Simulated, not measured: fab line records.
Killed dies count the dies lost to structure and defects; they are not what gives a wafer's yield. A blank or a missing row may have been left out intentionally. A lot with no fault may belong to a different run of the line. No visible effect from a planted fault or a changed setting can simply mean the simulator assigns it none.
fab line records	flow sfq-line
record: lots: 14	wafers: 42	last-day: 83
route steps=325 shown I7@297
lots untouched by any fault: they come from a run of this same line in which no faults occurred
start-h: the number of hours between the record's first day and the start of the first shown wafer of the lot	wait-h: hours elapsed since this lot's preceding step	" the same as in the row above	L1.1+2: a single row standing in for several wafers	- no value present, or no start provided	* or withheld: withheld	< > ~ a bound
route shown NAME@n: names a module that has steps shown in the file, with the first one's number in the route	usual: the fault-free wafers' mean and standard deviation	same: alike in all rows	chamber/n: place in a boat	sites: the reading at each site	_std_site: the standard deviation of these	_edge_site: the outer-site mean with the inner-site mean subtracted	radius-mm: how far each site lies from the wafer's centre	mask NAME#n: copy n	behind: the most recent tool/chamber to have shaped the wafer	hold: reason for holding the lot/hours on hold/outcome of the hold	device: names the non-switching transistor (n, p or np)	end of line: tests of these same wafers at the route's end	where a step has no rows: the recipe by itself	killed: dies that structure and defects cost at the first sort, which is not the same as the wafer's yield	map: per-die view of a wafer (x killed, . not killed, _ where there is no die)
set.NAME: setting as actually run; set.NAME@STEP: the setting as run at that earlier step	model.NAME: the simulator's own value behind a step, which no gauge read
a sample of lots followed through the steps of the route, with each step as a table and each wafer as a row
services: a tool's chamber out of use, with start hour (start-h, from the record's first day; less than 0 if before it), hours out, and reason
== steps ==
step: SFQ_TRILAYER_I7_CMP_CMP_184
recipe: material: SiO2	down-force-psi: 3	platen-rpm: 60	pad-velocity-m-s: 0.94248
usual: motor-current-A: 10.6/0.57	platen-rpm: 60.00/0.041	time-to-endpoint-s: 213/5.9
lot.wafer	tool	chamber	start-h	wait-h	motor-current-A	platen-rpm	time-to-endpoint-s
L646.2	cmp-02	0	1641.40	5.8	10.3	60.00	199
L646.6	"	3	1642.90	7.3	10.8	59.99	217
L646.5	"	0	"	"	9.9	60.03	215
L647.2	cmp-02	3	1659.90	13.5	11.1	59.89	204
L647.5	"	1	1660.90	14.5	9.8	59.94	212
L647.6	"	2	"	"	11.2	59.98	217
L648.1	cmp-02	0	1664.90	14.9	9.9	59.98	214
L648.4	"	2	1665.90	15.9	11.6	59.98	225
L648.5	"	0	1666.90	16.9	9.7	59.99	231
L650.1	cmp-02	1	1676.65	14.7	10.4	59.98	215
L650.4	"	2	"	"	11.9	60.00	213
L650.6	"	0	1678.15	16.1	9.9	60.00	217
L651.1	cmp-01	3	1683.95	6.4	10.8	59.96	206
L651.3	"	0	"	"	10.7	59.99	216
L651.5	"	2	1685.45	7.8	10.9	59.98	220
L653.1	cmp-01	3	1731.55	1.3	10.7	59.99	209
L653.6	"	3	1733.55	3.2	10.5	59.93	213
L653.5	"	0	"	"	11.5	59.95	205
L654.4	cmp-01	0	1735.05	2.4	10.5	59.99	200
L654.1	"	2	1736.05	3.5	10.2	59.99	216
L654.6	"	0	1737.05	4.4	10.7	60.00	199
L661.3	cmp-02	2	1822.41	2.7	11.8	59.95	200
L661.4	"	0	1823.41	3.6	10.2	59.98	213
L661.6	"	3	1824.91	5.1	10.8	60.07	213
L662.2	cmp-01	3	1842.41	0.0	10.7	60.01	212
L662.6	"	3	1844.41	2.0	10.6	60.01	204
L662.5	"	0	"	"	10.6	60.05	217
L663.2	cmp-01	1	1864.56	0.5	10.9	59.99	201
L663.3	"	3	1865.56	1.5	10.9	60.04	218
L663.5	"	1	1866.56	2.5	10.4	59.98	214
L664.4	cmp-01	2	1889.77	0.5	10.7	60.00	213
L664.5	"	1	1891.27	2.0	10.7	60.06	208
L664.6	"	2	"	"	10.6	59.97	214
L666.2	cmp-01	0	1896.14	1.0	10.6	60.02	221
L666.3	"	1	"	"	10.8	59.99	223
L666.5	"	2	"	"	10.3	59.90	227
L667.4	cmp-02	0	1897.44	0.5	9.9	60.04	223
L667.3	"	2	1898.44	1.5	11.9	60.01	213
L667.5	"	3	"	"	11.0	60.03	218
L668.2	cmp-02	1	1901.04	0.5	10.3	60.00	221
L668.1	"	3	1902.04	1.5	10.8	60.05	215
L668.6	"	0	"	"	10.4	60.07	218
step: SFQ_TRILAYER_I7_METRO_MEASURE_185
usual: thk-nm: 199.9/0.87
lot.wafer	tool	chamber	start-h	wait-h	thk-nm
L646.2	film-metro-01	-	1644.22	0.3	199.6
L646.5	"	-	"	"	200.4
L646.6	"	-	"	"	199.1
L647.2	film-metro-02	-	1662.22	0.3	199.9
L647.5	"	-	"	"	201.0
L647.6	"	-	"	"	198.8
L648.1	film-metro-02	-	1668.02	0.1	200.1
L648.4	"	-	"	"	200.0
L648.5	"	-	"	"	200.3
L650.1	film-metro-03	-	1678.77	0.1	199.1
L650.4	"	-	"	"	199.4
L650.6	"	-	"	"	201.0
L651.1	film-metro-02	-	1686.57	0.1	200.6
L651.3	"	-	"	"	199.8
L651.5	"	-	"	"	200.9
L653.1	film-metro-02	-	1734.67	0.1	200.0
L653.5	"	-	"	"	220.4
L653.6	"	-	"	"	200.6
L654.1	film-metro-02	-	1737.67	0.1	199.6
L654.4	"	-	"	"	221.2
L654.6	"	-	"	"	221.4
L661.3	film-metro-02	-	1825.93	0.5	198.3
L661.4	"	-	"	"	198.5
L661.6	"	-	"	"	198.8
L662.2	film-metro-02	-	1845.73	0.3	200.2
L662.5	"	-	"	"	200.5
L662.6	"	-	"	"	200.3
L663.2	film-metro-01	-	1867.38	0.3	200.0
L663.3	"	-	"	"	199.6
L663.5	"	-	"	"	200.6
L664.4	film-metro-03	-	1892.99	0.6	199.6
L664.5	"	-	"	"	200.2
L664.6	"	-	"	"	199.8
L666.2	film-metro-03	-	1898.46	0.3	199.3
L666.3	"	-	"	"	198.4
L666.5	"	-	"	"	199.5
L667.3	film-metro-01	-	1900.46	0.5	199.9
L667.4	"	-	"	"	200.9
L667.5	"	-	"	"	199.3
L668.1	film-metro-03	-	1903.66	0.1	200.0
L668.2	"	-	"	"	201.4
L668.6	"	-	"	"	199.5
step: SFQ_TRILAYER_I7_VIA_ETCH_VIA_ETCH_190
recipe: target: SiO2	stop-on: Nb	mask-material: PR	taper-deg: 20	chemistry: CHF3	target-depth-nm: 260	source-w: 500	bias-w: 80	pressure-mtorr: 30	time-s: withheld
usual: drypump-motor-current-A: 5.6/0.45	oes-product-au: 0.854/0.0049	rf-fwd-power-W: 497.9/1.5
lot.wafer	tool	chamber	start-h	wait-h	drypump-motor-current-A	oes-product-au	rf-fwd-power-W
L646.2	rie-diel-04	3	1670.62	0.0	5.6	0.858	497.1
L646.5	"	0	"	"	6.1	0.857	495.7
L646.6	"	1	"	"	4.8	0.847	498.9
L647.2	rie-diel-03	0	1683.82	0.0	6.3	0.855	496.3
L647.5	"	0	"	"	6.3	0.867	496.0
L647.6	"	3	"	"	5.7	0.849	498.5
L648.1	rie-diel-02	2	1688.42	0.0	5.6	0.853	495.5
L648.4	"	3	"	"	5.3	0.858	498.3
L648.5	"	1	"	"	5.1	0.855	498.3
L650.1	rie-diel-04	1	1699.22	0.0	4.8	0.858	499.5
L650.4	"	3	"	"	5.6	0.861	497.2
L650.6	"	1	"	"	4.8	0.855	496.6
L651.1	rie-diel-03	2	1704.02	0.0	5.4	0.862	498.6
L651.3	"	0	"	"	6.3	0.852	495.9
L651.5	"	2	"	"	5.5	0.861	497.7
L653.1	rie-diel-02	0	1738.21	0.0	6.4	0.861	499.6
L653.5	"	2	"	"	5.6	0.901	497.8
L653.6	"	1	"	"	5.1	0.848	497.5
L654.1	rie-diel-02	0	1744.21	0.0	6.4	0.854	501.2
L654.4	"	1	"	"	5.1	0.902	499.6
L654.6	"	2	"	"	5.6	0.906	497.1
L661.3	rie-diel-04	1	1831.84	0.0	4.8	0.851	500.4
L661.4	"	0	"	"	6.1	0.854	496.4
L661.6	"	1	"	"	4.9	0.851	498.4
L662.2	rie-diel-02	1	1849.18	0.0	5.1	0.855	499.0
L662.5	"	1	"	"	5.1	0.858	499.9
L662.6	"	2	"	"	5.6	0.858	496.3
L663.2	rie-diel-04	2	1870.83	0.0	5.5	0.851	501.0
L663.3	"	3	"	"	5.6	0.849	498.1
L663.5	"	0	"	"	6.1	0.856	497.1
L664.4	rie-diel-02	1	1897.14	0.0	5.0	0.859	500.8
L664.5	"	1	"	"	5.1	0.854	499.8
L664.6	"	2	"	"	5.6	0.854	495.9
L666.2	rie-diel-03	1	1906.74	0.0	5.6	0.858	497.5
L666.3	"	2	"	"	5.4	0.851	497.9
L666.5	"	0	"	"	6.4	0.854	497.0
L667.3	rie-diel-03	1	1910.34	0.0	5.5	0.854	498.6
L667.4	"	0	"	"	6.3	0.848	497.8
L667.5	"	0	"	"	6.3	0.855	497.4
L668.1	rie-diel-04	1	1912.74	0.0	4.9	0.858	497.4
L668.2	"	0	"	"	6.1	0.852	496.1
L668.6	"	2	"	"	5.5	0.856	496.9
== services ==
tool	chamber	start-h	hours	kind
cmp-02	-	1626.64	8.3	pm
rie-diel-02	-	1637.06	2.8	pm
cmp-01	-	1640.27	6.0	pm
cmp-01	-	1646.25	16.2	pm
film-metro-02	-	1651.43	0.2	pm
film-metro-02	-	1654.10	0.3	pm
rie-diel-02	3	1659.84	3.4	repair
cmp-02	-	1667.90	4.7	pm
rie-diel-04	3	1673.78	20.3	repair
cmp-02	-	1685.85	2.0	repair
rie-diel-04	2	1692.74	8.1	repair
rie-diel-02	3	1716.63	39.4	repair
cmp-02	-	1732.14	1.4	repair
film-metro-02	-	1750.67	1.6	pm
cmp-02	-	1776.41	4.0	pm
film-metro-02	-	1788.86	0.7	pm
cmp-01	-	1798.24	5.5	repair
cmp-01	-	1799.75	1.4	repair
rie-diel-04	0	1802.91	2.8	repair
rie-diel-02	-	1810.16	0.1	repair
cmp-01	-	1829.00	1.2	repair
cmp-02	-	1866.58	3.8	repair
film-metro-02	-	1896.43	2.6	pm
cmp-01	-	1906.28	4.9	pm
== key ==
first-sign: step: SFQ_TRILAYER_I7_METRO_MEASURE_185	reading: thk-nm	direction: up	sigmas: 24	usual: 199.9	struck: 221.0
effect: step: SFQ_TRILAYER_I7_VIA_ETCH_VIA_ETCH_190	reading: oes-product-au	direction: up	sigmas: 9.9	usual: 0.854	struck: 0.903
met-at SFQ_TRILAYER_I7_CMP_CMP_184
struck-lots L653,L654
struck-wafers L653.5,L654.4,L654.6
onset-between 1683.95 1731.55
fault: kind: process-parameter-drift	tool: cmp-01	chamber: 0	onset-h: 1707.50	steps: SFQ_TRILAYER_I7_CMP_CMP_184	channel: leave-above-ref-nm	offset: 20	shape: step	end-h: 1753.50	acts-in: these-recipes-only	stated: 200
